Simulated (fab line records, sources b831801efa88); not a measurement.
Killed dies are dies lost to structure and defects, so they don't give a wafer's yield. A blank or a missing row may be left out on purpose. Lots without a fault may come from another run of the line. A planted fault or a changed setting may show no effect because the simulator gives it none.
fab line records | flow sky130
record lots=6 wafers=18 last_day=50
route steps=708 shown METAL3@561 VIA3@573 PAD_OPEN@708
lots that met no fault: from a run of the same line without faults
start_h: hours from the record's first day to the start of the lot's first wafer shown | wait_h: hours since the lot's step before | " the same as in the row above | L1.1+2: a row that stands for several wafers | - no value, or no start given | * or withheld: withheld | < > ~ a bound
route shown NAME@n: a module of which the file shows steps, and the number in the route of the first | usual: mean/standard deviation of fault-free wafers | same: alike in all rows | chamber/n: place in a boat | sites: the reading at each site | _std_site: their standard deviation | _edge_site: outer sites' mean less inner sites' | radius_mm: how far each site lies from the wafer's centre | mask NAME#n: copy n | behind: the tool/chamber that last shaped the wafer | hold: why the lot was held/for how many hours/how that ended | device: the transistor (n, p or np) that didn't switch | end of line: the same wafers' tests at the end of the route | a step without rows: its recipe alone | killed: dies lost to structure and defects at the first sort, not the wafer's yield | map: a wafer's dies, x killed, . not, _ none there
set.NAME: the setting as run; set.NAME@STEP: as run at that earlier step | model.NAME: the simulator's own value behind a step, which no gauge read
lots at some steps of the route; a table a step, a row a wafer
services: from which hour (start_h, from the record's first day; less than 0 if before it) a tool's chamber was out of use, for how many hours, and why
## steps
# step SKY_METAL3_PEB_11
# recipe peb_temp_c=withheld peb_time_s=withheld resist=KrF-thick
# step SKY_METAL3_DEVELOP_12
# recipe develop_time_s=60 resist=KrF-thick dev_temp_c=21
# step SKY_METAL3_CD_MEAS_13
# recipe target_cd_nm=300
# usual cd_nm=299.5/1.3
# columns lot.wafer tool chamber start_h wait_h cd_nm
L424.3 cd_sem-01 - 900.51 - 300.8
L424.4 " - " " 300.6
L424.6 " - " " 300.7
L430.3 cd_sem-01 - 950.11 - 297.4
L430.5 " - " " 298.7
L430.6 " - " " 299.2
L436.2 cd_sem-01 - 988.24 - 297.2
L436.3 " - " " 299.3
L436.6 " - " " 298.6
L437.1 cd_sem-01 - 991.62 - 299.8
L437.4 " - " " 299.1
L437.6 " - " " 299.2
L438.2 cd_sem-01 - 1004.66 - 300.4
L438.5 " - " " 300.2
L438.6 " - " " 298.9
L445.1 cd_sem-01 - 1051.62 - 297.9
L445.5 " - " " 298.3
L445.6 " - " " 299.3
# step SKY_METAL3_OVL_MEAS_14
# usual METAL3_OVL=-3/5.6
# columns lot.wafer tool chamber start_h wait_h METAL3_OVL[nm]
L424.3 overlay-02 - 900.61 0.1 0
L424.4 " - " " -10
L424.6 " - " " -9
L430.3 overlay-02 - 950.21 0.1 0
L430.5 " - " " 3
L430.6 " - " " -3
L436.2 overlay-01 - 988.34 0.1 8
L436.3 " - " " -3
L436.6 " - " " 6
L437.1 overlay-01 - 991.74 0.1 -2
L437.4 " - " " -5
L437.6 " - " " -2
L438.2 overlay-02 - 1004.77 0.1 -1
L438.5 " - " " 4
L438.6 " - " " 9
L445.1 overlay-02 - 1051.74 0.1 -8
L445.5 " - " " 0
L445.6 " - " " 3
# step SKY_METAL3_DESCUM_15
# recipe chemistry=O2 source_power_w=150 bias_power_w=0 pressure_mtorr=10 temp_c=40 time_s=8
# usual drypump_motor_current_A=6.0/0.39 oes_product_au=1.005/0.0072
# same time_s=8
# columns lot.wafer tool chamber start_h wait_h drypump_motor_current_A oes_product_au rf_hours_counter_h
L424.3 rie_metal-03 1 900.64 0.0 5.1 0.989 -
L424.4 " 0 " " 5.7 1.004 -
L424.6 " 1 " " 5.1 0.996 -
L430.3 rie_metal-02 0 950.25 0.0 5.8 1.004 -
L430.5 " 0 " " 5.8 1.001 -
L430.6 " 0 " " 5.8 0.997 -
L436.2 rie_metal-02 0 988.37 0.0 5.8 1.007 8
L436.3 " 1 " " 6.6 1.009 -
L436.6 " 1 " " 6.5 1.012 -
L437.1 rie_metal-01 1 991.77 0.0 6.2 0.993 14
L437.4 " 1 " " 6.2 0.998 -
L437.6 " 0 " " 6.2 1.011 -
L438.2 rie_metal-03 1 1004.80 0.0 5.1 0.996 21
L438.5 " 1 " " 5.1 0.998 -
L438.6 " 0 " " 5.8 0.998 -
L445.1 rie_metal-01 1 1051.77 0.0 6.2 1.014 18
L445.5 " 1 " " 6.2 1.023 -
L445.6 " 1 " " 6.2 1.016 -
# step SKY_METAL3_ETCH_16
# recipe chemistry=N2/H2 target=BARC ion_energy_ev=200 bias_w=100 pressure_mtorr=30 n2_flow_sccm=100 h2_flow_sccm=200 icp_w=500 stop_on=SiO2 time_s=88.2 target_depth_a=600
# step SKY_METAL3_ETCH_17
# recipe target=SiO2 stop_on=TiN chemistry=C4F8/O2/Ar source_w=1500 bias_w=1200 pressure_mtorr=40 c4f8_flow_sccm=withheld O2_flow_sccm=6 Ar_flow_sccm=300 time_s=3.9 target_depth_a=150
# usual oes_product_au=0.757/0.0073
# same time_s=3.9
# columns lot.wafer tool chamber start_h wait_h oes_product_au rf_hours_counter_h
L424.3 rie_diel-03 0 900.76 0.0 0.759 10
L424.4 " 2 " " 0.768 3
L424.6 " 0 " " 0.755 -
L430.3 rie_diel-03 1 950.49 0.1 0.750 9
L430.5 " 1 " " 0.755 -
L430.6 " 0 " " 0.764 -
L436.2 rie_diel-04 2 988.50 0.1 0.740 8
L436.3 " 3 " " 0.750 15
L436.6 " 1 " " 0.762 -
L437.1 rie_diel-04 2 991.90 0.1 0.750 8
L437.4 " 1 " " 0.752 27
L437.6 " 1 " " 0.757 -
L438.2 rie_diel-04 2 1004.93 0.1 0.747 8
L438.5 " 2 " " 0.753 -
L438.6 " 1 " " 0.752 -
L445.1 rie_diel-01 3 1052.03 0.2 0.763 18
L445.5 " 1 " " 0.760 -
L445.6 " 0 " " 0.766 -
# step SKY_METAL3_METAL_ETCH_18
# recipe target_depth_a=8450 stop_on=SiO2 over_etch_frac=0.3 time_s=183.1 chemistry=Cl2/BCl3 resist_sidewall_deg=88 pressure_mtorr=10 icp_w=900 bias_w=48.5 Cl2_flow_sccm=60 bcl3_flow_sccm=30
# usual drypump_motor_current_A=5.9/0.47 oes_product_au=0.864/0.0068 throttle_valve_pct=22.265/0.0092
# same time_s=183.1
# columns lot.wafer tool chamber start_h wait_h drypump_motor_current_A oes_product_au rf_hours_counter_h throttle_valve_pct
L424.3 rie_metal-01 1 900.90 0.1 6.2 0.859 - 22.258
L424.4 " 1 " " 6.2 0.851 - 22.260
L424.6 " 1 " " 6.2 0.864 - 22.273
L430.3 rie_metal-01 1 950.57 0.1 6.2 0.867 - 22.267
L430.5 " 1 " " 6.2 0.859 - 22.251
L430.6 " 0 " " 6.2 0.866 - 22.262
L436.2 rie_metal-03 0 988.52 0.0 5.8 0.870 7 22.260
L436.3 " 0 " " 5.7 0.863 - 22.249
L436.6 " 1 " " 5.1 0.861 - 22.256
L437.1 rie_metal-02 1 991.92 0.0 6.5 0.865 2 22.263
L437.4 " 0 " " 5.8 0.864 - 22.250
L437.6 " 0 " " 5.8 0.871 - 22.256
L438.2 rie_metal-02 1 1004.95 0.0 6.5 0.861 3 22.266
L438.5 " 1 " " 6.5 0.868 - 22.278
L438.6 " 0 " " 5.8 0.869 - 22.263
L445.1 rie_metal-02 1 1052.05 0.0 6.6 0.859 6 22.269
L445.5 " 1 " " 6.6 0.866 - 22.276
L445.6 " 0 " " 5.8 0.853 - 22.271
# step SKY_METAL3_STRIP_19
# recipe chemistry=O2/N2 power_w=1400 pressure_mtorr=1500 platen_temp_c=withheld o2_flow_sccm=3000 n2_flow_sccm=300 overash_fraction=0.5
# usual drypump_motor_current_A=5.7/0.41 o2_flow_sccm=3000/8 oes_product_au=0.502/0.0057 strip_time_to_endpoint_s=6.50/0.073
# columns lot.wafer tool chamber start_h wait_h drypump_motor_current_A o2_flow_sccm oes_product_au rf_hours_counter_h strip_time_to_endpoint_s
L424.3 plasma_asher-01 0 901.17 0.2 5.6 2986 0.506 - 6.47
L424.4 " 1 " " 5.7 3003 0.503 - 6.49
L424.6 " 0 " " 5.6 3001 0.507 - 6.54
L430.3 plasma_asher-01 1 950.72 0.1 5.6 2990 0.501 - 6.44
L430.5 " 1 " " 5.7 3006 0.500 - 6.53
L430.6 " 0 " " 5.6 2999 0.491 - 6.39
L436.2 plasma_asher-04 0 988.70 0.1 5.5 3000 0.507 56 6.52
L436.3 " 1 " " 5.9 3004 0.504 - 6.52
L436.6 " 0 " " 5.6 3002 0.501 - 6.53
L437.1 plasma_asher-01 0 992.10 0.1 5.7 2996 0.502 25 6.55
L437.4 " 1 " " 5.7 3011 0.501 - 6.56
L437.6 " 0 " " 5.6 2988 0.502 - 6.50
L438.2 plasma_asher-01 0 1005.12 0.1 5.6 2995 0.508 26 6.55
L438.5 " 1 " " 5.7 2999 0.496 - 6.46
L438.6 " 0 " " 5.6 2987 0.511 - 6.54
L445.1 plasma_asher-01 0 1052.23 0.1 5.7 2999 0.505 32 6.46
L445.5 " 1 " " 5.6 2989 0.498 - 6.44
L445.6 " 0 " " 5.7 3008 0.502 - 6.49
# step SKY_METAL3_STRIP_20
# recipe chemistry=post_etch_residue_remover time_s=1200 temp_c=72.5
# step SKY_METAL3_CLEAN_21
# recipe chemistry=IPA time_s=180 temp_c=25
# step SKY_METAL3_CLEAN_22
# recipe chemistry=O3/DIW dry=n2_spin
# step SKY_VIA3_HDPCVD_00
# recipe material=SiO2 target_thk_nm=1635 sigma_open_frac=0.3 time_s=272.5 temp_c=400 sih4_flow_sccm=60 pressure_mtorr=6
# usual run_length_s=299.8/0.47
# columns lot.wafer tool chamber start_h wait_h run_length_s model.SiO2_of_VIA3_HDPCVD_00.thk_nm
L424.3 hdpcvd-02 0 901.76 0.0 299.4 1633
L424.4 " 1 " " 299.8 1646
L424.6 " 2 " " 299.7 1634
L430.3 hdpcvd-01 0 951.28 0.0 299.5 1623
L430.5 " 1 " " 299.7 1627
L430.6 " 2 " " 300.4 1636
L436.2 hdpcvd-02 0 989.30 0.0 251.7 1358
L436.3 " 1 " " 252.2 1344
L436.6 " 1 " " 252.2 1352
L437.1 hdpcvd-02 0 992.70 0.0 299.2 1623
L437.4 " 2 " " 299.7 1612
L437.6 " 0 " " 251.8 1325
L438.2 hdpcvd-01 0 1006.15 0.0 299.9 1607
L438.5 " 1 " " 299.2 1636
L438.6 " 2 " " 300.9 1648
L445.1 hdpcvd-01 2 1052.82 0.0 300.7 1614
L445.5 " 0 " " 299.7 1617
L445.6 " 1 " " 299.7 1629
# step SKY_VIA3_THK_MEAS_01
# recipe reads=SiO2_of_VIA3_HDPCVD_00
# usual VIA3_HDPCVD_THK=1633/14
# columns lot.wafer tool chamber start_h wait_h VIA3_HDPCVD_THK[nm]
L424.3 film_metro-02 - 901.94 0.1 1634
L424.4 " - " " 1646
L424.6 " - " " 1634
L430.3 film_metro-02 - 951.47 0.1 1622
L430.5 " - " " 1626
L430.6 " - " " 1635
L436.2 film_metro-04 - 989.48 0.1 1358
L436.3 " - " " 1344
L436.6 " - " " 1352
L437.1 film_metro-04 - 992.86 0.1 1624
L437.4 " - " " 1614
L437.6 " - " " 1325
L438.2 film_metro-01 - 1006.33 0.1 1607
L438.5 " - " " 1636
L438.6 " - " " 1649
L445.1 film_metro-04 - 1052.99 0.1 1614
L445.5 " - " " 1617
L445.6 " - " " 1629
# step SKY_VIA3_CMP_02
# recipe material=SiO2 down_force_psi=4 platen_rpm=60 pad_velocity_m_s=0.94248
# usual motor_current_A=12.0/0.91 slurry_filter_dp_kPa=13.52/0.14
# columns lot.wafer tool chamber start_h wait_h motor_current_A slurry_filter_dp_kPa
L424.4 cmp-01 0 901.98 0.0 13.7 13.59
L424.3 " 2 " " 12.4 13.65
L424.6 " 1 " " 10.8 13.43
L430.3 cmp-02 3 951.51 0.0 10.3 13.47
L430.6 " 3 " " 10.9 13.34
L430.5 " 0 " " 12.5 13.61
L436.3 cmp-02 3 989.53 0.0 10.8 13.53
L436.2 " 0 " " 11.9 13.53
L436.6 " 3 " " 10.3 13.50
L437.4 cmp-01 0 992.92 0.0 12.9 13.43
L437.1 " 2 " " 12.4 13.17
L437.6 " 1 " " 11.0 13.67
L438.2 cmp-01 3 1006.53 0.2 11.5 13.69
L438.6 " 0 " " 13.3 13.68
L438.5 " 1 " " 11.2 13.50
L445.1 cmp-02 2 1053.20 0.2 11.9 13.47
L445.6 " 3 " " 9.8 13.50
L445.5 " 0 " " 12.6 13.71
# step SKY_PAD_OPEN_PROBE_99
# usual defect_limited_yield=82.7/1.9 killed_at_M0_to_M3=43/7.3 killed_at_M4_up=3.1/1.7 killed_at_contacts=25/5.3 killed_at_front_end=14/4.1 killed_at_other=0.3/0.56 killed_dies=85/9.4 killed_open=46/7.4 killed_short=38/5.8 sort_bin_3_pad_short=0.8/0.4 sort_bin_5_function=10.2/1.5 sort_bin_6_memory=6.2/1.2 sort_n_pass=407/9.4 sort_yield_pct=82.7/1.9
# same gross_dies=492 killed_at_back_side=0 sort_bin_4_leakage[%]=0 sort_bin_8_speed[%]=0
# columns lot.wafer tool chamber start_h wait_h defect_limited_yield[%] killed_at_M0_to_M3 killed_at_M4_up killed_at_contacts killed_at_front_end killed_at_other killed_dies killed_open killed_short sort_bin_3_pad_short[%] sort_bin_5_function[%] sort_bin_6_memory[%] sort_n_pass sort_yield_pct[%]
L436.2 prober-01 - 1147.50 0.1 84.1 32 5 28 13 0 78 44 34 0.6 8.7 6.5 414 84.1
L436.3 prober-01 - 1147.55 0.2 80.3 52 1 27 16 1 97 55 41 1.2 10.4 8.1 395 80.3
L436.6 prober-01 - 1147.70 0.2 80.7 52 4 30 9 0 95 56 38 1.0 12.2 6.1 397 80.7
L438.2 prober-01 - 1161.71 0.1 84.6 36 5 22 12 1 76 38 38 0.6 7.5 7.3 416 84.6
L438.5 prober-01 - 1161.86 0.2 84.1 37 4 23 14 0 78 46 32 0.8 9.1 5.9 414 84.1
L438.6 prober-01 - 1161.91 0.2 81.3 49 2 29 12 0 92 49 43 0.4 10.8 7.5 400 81.3
L445.1 prober-01 - 1195.64 0.1 79.3 54 2 26 19 1 102 59 43 0.4 11.2 9.1 390 79.3
L445.5 prober-01 - 1195.84 0.2 83.7 43 3 26 8 0 80 45 35 1.0 8.9 6.3 412 83.7
L445.6 prober-01 - 1195.89 0.2 85.0 45 1 15 13 0 74 36 38 1.0 9.8 4.3 418 85.0
# killed by level:class
L436.2 CONTACT:geometric_particle:open=16 VIA3:geometric_particle:open=7 VIA1:geometric_particle:open=6 VIA1:geometric_particle:short=6 POLY_GATE:geometric_particle:short=5 LI_CONTACT:geometric_particle:open=4 CONTACT:geometric_particle:short=4 METAL1:geometric_particle:short=4
L436.3 VIA1:geometric_particle:open=12 LI_CONTACT:geometric_particle:open=9 VIA3:geometric_particle:open=8 METAL2:geometric_particle:short=8 VIA2:geometric_particle:open=8 CONTACT:geometric_particle:open=7 METAL1:geometric_particle:short=6 CONTACT:geometric_particle:short=5
L436.6 CONTACT:geometric_particle:open=11 VIA3:geometric_particle:open=10 LI_CONTACT:geometric_particle:open=8 VIA2:geometric_particle:open=8 METAL1:geometric_particle:short=7 VIA1:geometric_particle:short=7 VIA1:geometric_particle:open=6 FIELD_ISO:geometric_particle:open=4
L438.2 CONTACT:geometric_particle:open=11 LOCAL_INTERCONNECT:geometric_particle:short=6 VIA1:geometric_particle:open=6 VIA2:geometric_particle:open=5 VIA3:geometric_particle:open=5 METAL3:geometric_particle:short=4 VIA1:geometric_particle:short=4 FIELD_ISO:geometric_particle:open=3
L438.5 VIA1:geometric_particle:open=8 CONTACT:geometric_particle:open=7 LI_CONTACT:geometric_particle:open=6 FIELD_ISO:geometric_particle:open=5 VIA2:geometric_particle:open=5 METAL2:geometric_particle:open=5 POLY_GATE:geometric_particle:open=4 LOCAL_INTERCONNECT:geometric_particle:short=4
L438.6 VIA1:geometric_particle:open=12 CONTACT:geometric_particle:open=10 METAL2:geometric_particle:short=8 FIELD_ISO:geometric_particle:open=7 CONTACT:geometric_particle:short=7 LI_CONTACT:geometric_particle:open=6 VIA1:geometric_particle:short=6 VIA2:geometric_particle:short=5
L445.1 VIA1:geometric_particle:open=17 CONTACT:geometric_particle:open=11 LI_CONTACT:geometric_particle:open=8 VIA2:geometric_particle:short=8 FIELD_ISO:geometric_particle:open=7 FIELD_ISO:geometric_particle:short=6 VIA2:geometric_particle:open=6 METAL1:geometric_particle:short=5
L445.5 CONTACT:geometric_particle:open=15 METAL1:geometric_particle:short=8 VIA1:geometric_particle:open=7 METAL2:geometric_particle:short=7 VIA3:geometric_particle:open=6 VIA1:geometric_particle:short=5 LI_CONTACT:geometric_particle:open=4 VIA2:geometric_particle:open=4
L445.6 VIA1:geometric_particle:open=9 METAL1:geometric_particle:short=8 VIA2:geometric_particle:open=7 CONTACT:geometric_particle:open=6 CONTACT:geometric_particle:short=5 VIA3:geometric_particle:short=5 FIELD_ISO:geometric_particle:open=4 METAL2:geometric_particle:short=4
## services
# columns tool chamber start_h hours kind
rie_metal-01 - 887.20 0.6 repair
rie_diel-04 - 892.11 28.1 pm
cmp-01 - 894.80 0.4 repair
rie_metal-01 0 899.65 6.2 repair
cmp-02 - 913.47 4.0 pm
cmp-01 - 915.26 5.1 repair
hdpcvd-02 1 915.70 2.0 repair
rie_diel-01 3 917.23 13.5 repair
hdpcvd-02 - 920.08 1.2 repair
cmp-02 - 920.47 6.3 pm
rie_diel-03 3 931.70 5.5 repair
rie_diel-04 0 937.20 15.7 repair
rie_diel-04 3 944.74 5.1 repair
rie_metal-03 0 949.59 1.5 repair
hdpcvd-02 - 950.25 15.0 pm
cmp-01 - 951.11 1.2 repair
rie_diel-04 3 957.27 6.1 repair
rie_metal-03 - 959.00 2.8 pm
cmp-01 - 1017.35 0.9 repair
rie_metal-02 - 1019.13 0.2 repair
plasma_asher-01 - 1024.29 0.7 repair
hdpcvd-01 - 1026.13 0.9 repair
rie_metal-01 0 1049.96 76.4 repair
cmp-01 - 1052.90 5.4 repair
## key
first_sign step=SKY_VIA3_HDPCVD_00 reading=run_length_s direction=down sigmas=99+ usual=* struck=*
effect step=SKY_VIA3_THK_MEAS_01 reading=VIA3_HDPCVD_THK direction=down sigmas=21 usual=1633 struck=1345
model_effect step=SKY_VIA3_HDPCVD_00 value=SiO2_of_VIA3_HDPCVD_00.thk_nm without=1629 struck=1345
met_at SKY_VIA3_HDPCVD_00
struck_wafers L436.2,L436.3,L436.6,L437.6
onset_between 901.76 989.30
fault kind=process_parameter_drift tool=hdpcvd-02 chamber=- onset_h=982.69 steps=SKY_VIA3_HDPCVD_00 channel=time_s offset=* shape=step end_h=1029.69 scope=struck_wafers_only acts_in=* stated=*
